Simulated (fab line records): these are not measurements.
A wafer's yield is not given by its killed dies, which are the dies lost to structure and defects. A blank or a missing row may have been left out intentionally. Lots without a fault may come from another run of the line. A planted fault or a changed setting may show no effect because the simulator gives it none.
Which of the tools did it? :: flow sky130 :: 12 lots, 36 wafers sampled, at 7 steps of a route of 708

== WHAT THE GAUGES READ, wafer by wafer ==
SKY_SD_N_TW_MEAS_12. Usual: for SD_N_TW the level is 4016 and the standard deviation is 16.
lot: L625
measured: day 29 00:34
on: film-metro-04
SD_N_TW: 3996 4012 4008
flag: 

lot: L626
measured: day 29 05:49
on: film-metro-02
SD_N_TW: 4014 4019 4019
flag: 

lot: L627
measured: day 29 09:54
on: film-metro-04
SD_N_TW: 4019 4039 4019
flag: 

lot: L628
measured: day 29 16:06
on: film-metro-03
SD_N_TW: 4017 4011 4034
flag: 

lot: L630
measured: day 30 15:36
on: film-metro-02
SD_N_TW: 3997 4021 4003
flag: 

lot: L631
measured: day 30 18:12
on: film-metro-03
SD_N_TW: 4017 4008 3998
flag: 

lot: L633
measured: day 31 06:49
on: film-metro-04
SD_N_TW: 3973 4009 4014
flag: 

lot: L635
measured: day 31 22:00
on: film-metro-04
SD_N_TW: 4005 4007 4004
flag: 

lot: L639
measured: day 33 11:41
on: film-metro-02
SD_N_TW: 3988 3978 3992
flag: 

lot: L640
measured: day 33 19:19
on: film-metro-03
SD_N_TW: 4029 4020 4027
flag: 

lot: L641
measured: day 34 13:18
on: film-metro-04
SD_N_TW: 4014 4015 4001
flag: 

lot: L642
measured: day 34 13:35
on: film-metro-03
SD_N_TW: 3973 3984 3994
flag: 

SKY_LI_CONTACT_CD_MEAS_12: target cd 170 nm. Usual: cd-nm at 169.8 nm, with a standard deviation of 1.4.
lot: L625
measured: day 30 05:51
on: cd-sem-02
cd-nm (nm): 171.2 169.1 170.0
flag: 

lot: L626
measured: day 30 10:10
on: cd-sem-02
cd-nm (nm): 171.9 171.4 173.4
flag: 

lot: L627
measured: day 30 14:55
on: cd-sem-02
cd-nm (nm): 171.4 171.2 170.8
flag: 

lot: L628
measured: day 30 21:17
on: cd-sem-02
cd-nm (nm): 168.7 169.8 168.8
flag: 

lot: L630
measured: day 31 21:09
on: cd-sem-01
cd-nm (nm): 169.8 168.5 168.2
flag: 

lot: L631
measured: day 31 23:19
on: cd-sem-01
cd-nm (nm): 168.5 169.7 170.7
flag: 

lot: L633
measured: day 32 12:06
on: cd-sem-01
cd-nm (nm): 170.4 172.0 171.0
flag: 

lot: L635
measured: day 33 02:23
on: cd-sem-02
cd-nm (nm): 168.6 168.0 167.7
flag: 

lot: L639
measured: day 34 15:31
on: cd-sem-01
cd-nm (nm): 172.4 171.4 171.2
flag: 

lot: L640
measured: day 34 23:43
on: cd-sem-01
cd-nm (nm): 169.3 169.4 168.8
flag: 

lot: L641
measured: day 35 17:34
on: cd-sem-01
cd-nm (nm): 169.8 168.1 169.1
flag: 

lot: L642
measured: day 35 18:19
on: cd-sem-02
cd-nm (nm): 171.0 173.0 171.8
flag: 

SKY_LI_CONTACT_RS_MEAS_22: uses a four-point probe to measure. Usual: for LI_CONTACT_W_RS the level is 0.285 ohm/sq and the standard deviation is 0.0062.
lot: L625
measured: day 30 06:41
on: film-metro-04
LI_CONTACT_W_RS (ohm/sq): 0.286 0.281 0.291
flag: 

lot: L626
measured: day 30 11:01
on: film-metro-03
LI_CONTACT_W_RS (ohm/sq): 0.288 0.289 0.289
flag: 

lot: L627
measured: day 30 15:46
on: film-metro-03
LI_CONTACT_W_RS (ohm/sq): 0.276 0.276 0.275
flag: 

lot: L628
measured: day 30 22:08
on: film-metro-02
LI_CONTACT_W_RS (ohm/sq): 0.287 0.288 0.285
flag: 

lot: L630
measured: day 31 22:00
on: film-metro-02
LI_CONTACT_W_RS (ohm/sq): 0.288 0.294 0.289
flag: 

lot: L631
measured: day 32 00:10
on: film-metro-04
LI_CONTACT_W_RS (ohm/sq): 0.282 0.279 0.287
flag: 

lot: L633
measured: day 32 12:57
on: film-metro-02
LI_CONTACT_W_RS (ohm/sq): 0.283 0.285 0.270
flag: 

lot: L635
measured: day 33 03:26
on: film-metro-04
LI_CONTACT_W_RS (ohm/sq): 0.293 0.288 0.289
flag: 

lot: L639
measured: day 34 16:22
on: film-metro-03
LI_CONTACT_W_RS (ohm/sq): 0.273 0.289 0.288
flag: 

lot: L640
measured: day 35 00:33
on: film-metro-03
LI_CONTACT_W_RS (ohm/sq): 0.597 0.614 0.590
flag: OFF

lot: L641
measured: day 35 18:24
on: film-metro-04
LI_CONTACT_W_RS (ohm/sq): 0.627 0.623 0.594
flag: OFF

lot: L642
measured: day 35 19:10
on: film-metro-03
LI_CONTACT_W_RS (ohm/sq): 0.606 0.579 0.585
flag: OFF

SKY_LI_CONTACT_THK_MEAS_23: measures by xrf. Usual: for LI_CONTACT_W_THK the level is 387 nm and the standard deviation is 9.5.
lot: L625
measured: day 30 06:49
on: film-metro-04
LI_CONTACT_W_THK (nm): 393 399 385
flag: 

lot: L626
measured: day 30 11:08
on: film-metro-03
LI_CONTACT_W_THK (nm): 384 381 382
flag: 

lot: L627
measured: day 30 15:53
on: film-metro-03
LI_CONTACT_W_THK (nm): 402 400 402
flag: 

lot: L628
measured: day 30 22:15
on: film-metro-02
LI_CONTACT_W_THK (nm): 391 390 393
flag: 

lot: L630
measured: day 31 22:07
on: film-metro-02
LI_CONTACT_W_THK (nm): 391 379 385
flag: 

lot: L631
measured: day 32 00:16
on: film-metro-04
LI_CONTACT_W_THK (nm): 397 401 391
flag: 

lot: L633
measured: day 32 13:04
on: film-metro-02
LI_CONTACT_W_THK (nm): 387 382 406
flag: 

lot: L635
measured: day 33 03:33
on: film-metro-04
LI_CONTACT_W_THK (nm): 383 391 388
flag: 

lot: L639
measured: day 34 16:29
on: film-metro-03
LI_CONTACT_W_THK (nm): 404 380 382
flag: 

lot: L640
measured: day 35 00:39
on: film-metro-03
LI_CONTACT_W_THK (nm): 187 181 189
flag: OFF

lot: L641
measured: day 35 18:31
on: film-metro-04
LI_CONTACT_W_THK (nm): 181 180 190
flag: OFF

lot: L642
measured: day 35 19:17
on: film-metro-03
LI_CONTACT_W_THK (nm): 184 193 189
flag: OFF

SKY_LOCAL_INTERCONNECT_RS_MEAS_01: uses a four-point probe to measure. Usual: for LOCAL_INTERCONNECT_TIN_RS the level is 14.11 ohm/sq and the standard deviation is 0.14.
lot: L625
measured: day 30 07:14
on: film-metro-04
LOCAL_INTERCONNECT_TIN_RS (ohm/sq): 14.02 14.13 13.91
flag: 

lot: L626
measured: day 30 11:34
on: film-metro-04
LOCAL_INTERCONNECT_TIN_RS (ohm/sq): 14.21 14.28 14.05
flag: 

lot: L627
measured: day 30 16:19
on: film-metro-01
LOCAL_INTERCONNECT_TIN_RS (ohm/sq): 13.87 14.01 13.93
flag: 

lot: L628
measured: day 30 22:40
on: film-metro-04
LOCAL_INTERCONNECT_TIN_RS (ohm/sq): 14.18 14.13 14.23
flag: 

lot: L630
measured: day 31 22:33
on: film-metro-02
LOCAL_INTERCONNECT_TIN_RS (ohm/sq): 14.23 13.89 13.92
flag: 

lot: L631
measured: day 32 00:43
on: film-metro-04
LOCAL_INTERCONNECT_TIN_RS (ohm/sq): 14.33 14.25 14.02
flag: 

lot: L633
measured: day 32 13:30
on: film-metro-04
LOCAL_INTERCONNECT_TIN_RS (ohm/sq): 14.09 14.23 14.18
flag: 

lot: L635
measured: day 33 03:59
on: film-metro-01
LOCAL_INTERCONNECT_TIN_RS (ohm/sq): 14.05 14.04 13.96
flag: 

lot: L639
measured: day 34 16:55
on: film-metro-04
LOCAL_INTERCONNECT_TIN_RS (ohm/sq): 13.98 14.07 14.13
flag: 

lot: L640
measured: day 35 01:06
on: film-metro-02
LOCAL_INTERCONNECT_TIN_RS (ohm/sq): 14.01 13.97 14.32
flag: 

lot: L641
measured: day 35 18:56
on: film-metro-01
LOCAL_INTERCONNECT_TIN_RS (ohm/sq): 13.83 14.08 14.06
flag: 

lot: L642
measured: day 35 19:43
on: film-metro-02
LOCAL_INTERCONNECT_TIN_RS (ohm/sq): 14.09 14.26 14.08
flag: 

== TOOL THAT RAN EACH LOT (tool first, then ch and the chambers of the sampled wafers, then the start) ==
lot: L625
SKY_LI_CONTACT_CVD_21: cvd-w-01 ch 0,1, day 30 06:34
SKY_LI_CONTACT_CMP_24: cmp-02 ch 1,2, day 30 06:55

lot: L626
SKY_LI_CONTACT_CVD_21: cvd-w-01 ch 0, day 30 10:53
SKY_LI_CONTACT_CMP_24: cmp-01 ch 0,1,3, day 30 11:17

lot: L627
SKY_LI_CONTACT_CVD_21: cvd-w-02 ch 1, day 30 15:38
SKY_LI_CONTACT_CMP_24: cmp-02 ch 1,3, day 30 15:59

lot: L628
SKY_LI_CONTACT_CVD_21: cvd-w-01 ch 0,1, day 30 22:00
SKY_LI_CONTACT_CMP_24: cmp-01 ch 0,1,3, day 30 22:25

lot: L630
SKY_LI_CONTACT_CVD_21: cvd-w-01 ch 0,1, day 31 21:53
SKY_LI_CONTACT_CMP_24: cmp-02 ch 0,1,3, day 31 22:14

lot: L631
SKY_LI_CONTACT_CVD_21: cvd-w-01 ch 0,1, day 32 00:01
SKY_LI_CONTACT_CMP_24: cmp-02 ch 0,1,3, day 32 00:26

lot: L633
SKY_LI_CONTACT_CVD_21: cvd-w-02 ch 0,1, day 32 12:50
SKY_LI_CONTACT_CMP_24: cmp-01 ch 1,2,3, day 32 13:08

lot: L635
SKY_LI_CONTACT_CVD_21: cvd-w-01 ch 0,1, day 33 03:18
SKY_LI_CONTACT_CMP_24: cmp-01 ch 0,1, day 33 03:36

lot: L639
SKY_LI_CONTACT_CVD_21: cvd-w-02 ch 0,1, day 34 16:14
SKY_LI_CONTACT_CMP_24: cmp-02 ch 0,2, day 34 16:32

lot: L640
SKY_LI_CONTACT_CVD_21: cvd-w-01 ch 0,1, day 35 00:26
SKY_LI_CONTACT_CMP_24: cmp-01 ch 0,3, day 35 00:44

lot: L641
SKY_LI_CONTACT_CVD_21: cvd-w-01 ch 0,1, day 35 18:15
SKY_LI_CONTACT_CMP_24: cmp-01 ch 2,3, day 35 18:34

lot: L642
SKY_LI_CONTACT_CVD_21: cvd-w-01 ch 0,1, day 35 19:02
SKY_LI_CONTACT_CMP_24: cmp-02 ch 1,2,3, day 35 19:20
- SKY_LI_CONTACT_CVD_21: deposits W, target thk 400 nm, time 120.56 s.
- SKY_LI_CONTACT_CMP_24: polishes, stops on PSG, t overpolish 20 s, target thk 0 nm.

== AS READ BY THE TOOLS THEMSELVES (means over the sampled wafers that have a number; for cases with no such wafer, the mark the record gives instead) ==
SKY_LI_CONTACT_CVD_21. Usual: heater-power-w at 821 W, with a standard deviation of 34.
lot: L625
tool: cvd-w-01
heater-power-w (W): 844
flag: 

lot: L626
tool: cvd-w-01
heater-power-w (W): 811
flag: 

lot: L627
tool: cvd-w-02
heater-power-w (W): 756
flag: 

lot: L628
tool: cvd-w-01
heater-power-w (W): 835
flag: 

lot: L630
tool: cvd-w-01
heater-power-w (W): 834
flag: 

lot: L631
tool: cvd-w-01
heater-power-w (W): 840
flag: 

lot: L633
tool: cvd-w-02
heater-power-w (W): 787
flag: 

lot: L635
tool: cvd-w-01
heater-power-w (W): 825
flag: 

lot: L639
tool: cvd-w-02
heater-power-w (W): 790
flag: 

lot: L640
tool: cvd-w-01
heater-power-w (W): 833
flag: 

lot: L641
tool: cvd-w-01
heater-power-w (W): 825
flag: 

lot: L642
tool: cvd-w-01
heater-power-w (W): 824
flag: 

SKY_LI_CONTACT_CMP_24. Usual: motor-current-A 11.9 A, standard deviation 1.5; time-to-endpoint-s 96 s, standard deviation 4.5.
lot: L625
tool: cmp-02
motor-current-A (A): 11.7
time-to-endpoint-s (s): 91
flag: 

lot: L626
tool: cmp-01
motor-current-A (A): 12.4
time-to-endpoint-s (s): 98
flag: 

lot: L627
tool: cmp-02
motor-current-A (A): 10.8
time-to-endpoint-s (s): 98
flag: 

lot: L628
tool: cmp-01
motor-current-A (A): 12.4
time-to-endpoint-s (s): 99
flag: 

lot: L630
tool: cmp-02
motor-current-A (A): 10.7
time-to-endpoint-s (s): 92
flag: 

lot: L631
tool: cmp-02
motor-current-A (A): 10.5
time-to-endpoint-s (s): 96
flag: 

lot: L633
tool: cmp-01
motor-current-A (A): 13.0
time-to-endpoint-s (s): 100
flag: 

lot: L635
tool: cmp-01
motor-current-A (A): 11.4
time-to-endpoint-s (s): 95
flag: 

lot: L639
tool: cmp-02
motor-current-A (A): 11.5
time-to-endpoint-s (s): 93
flag: 

lot: L640
tool: cmp-01
motor-current-A (A): 13.2
time-to-endpoint-s (s): 47
flag: OFF

lot: L641
tool: cmp-01
motor-current-A (A): 13.2
time-to-endpoint-s (s): 45
flag: OFF

lot: L642
tool: cmp-02
motor-current-A (A): 11.4
time-to-endpoint-s (s): 45
flag: OFF

== THE ANSWER, worked out from the rows above alone ==
Rule: take the mean of a lot's wafers that have a number; if it is more than 3 standard deviations from the usual mean, the lot is off. A lot without any number at a reading at which 4 lots or more have one is off too. The other lots that the step has rows for count as sound. After the gauges, taken in route order, come the tools' own readings; for these a lot's mean is taken, as printed above. The first step at which some lot is off is used, and at that step the reading that is off furthest; a lot without a number counts as furthest.
Off: at SKY_LI_CONTACT_RS_MEAS_22 (LI_CONTACT_W_RS), L640, L641, L642.
A tool fits if, at a process step before that reading, it ran every lot that is off, and no sound lot after the first of them. Not tried: the gauges at SKY_LI_CONTACT_RS_MEAS_22; whatever is off there is also off at SKY_LI_CONTACT_CMP_24, on other tools, and gauge error can't account for it. One candidate fits, namely cvd-w-01 at SKY_LI_CONTACT_CVD_21. Its last sound lot is L635 (day 33 03:18), its first lot that is off L640 (day 35 00:26): a fault that began between those two fits.

== WHAT THE SIMULATOR HAD PUT IN ==
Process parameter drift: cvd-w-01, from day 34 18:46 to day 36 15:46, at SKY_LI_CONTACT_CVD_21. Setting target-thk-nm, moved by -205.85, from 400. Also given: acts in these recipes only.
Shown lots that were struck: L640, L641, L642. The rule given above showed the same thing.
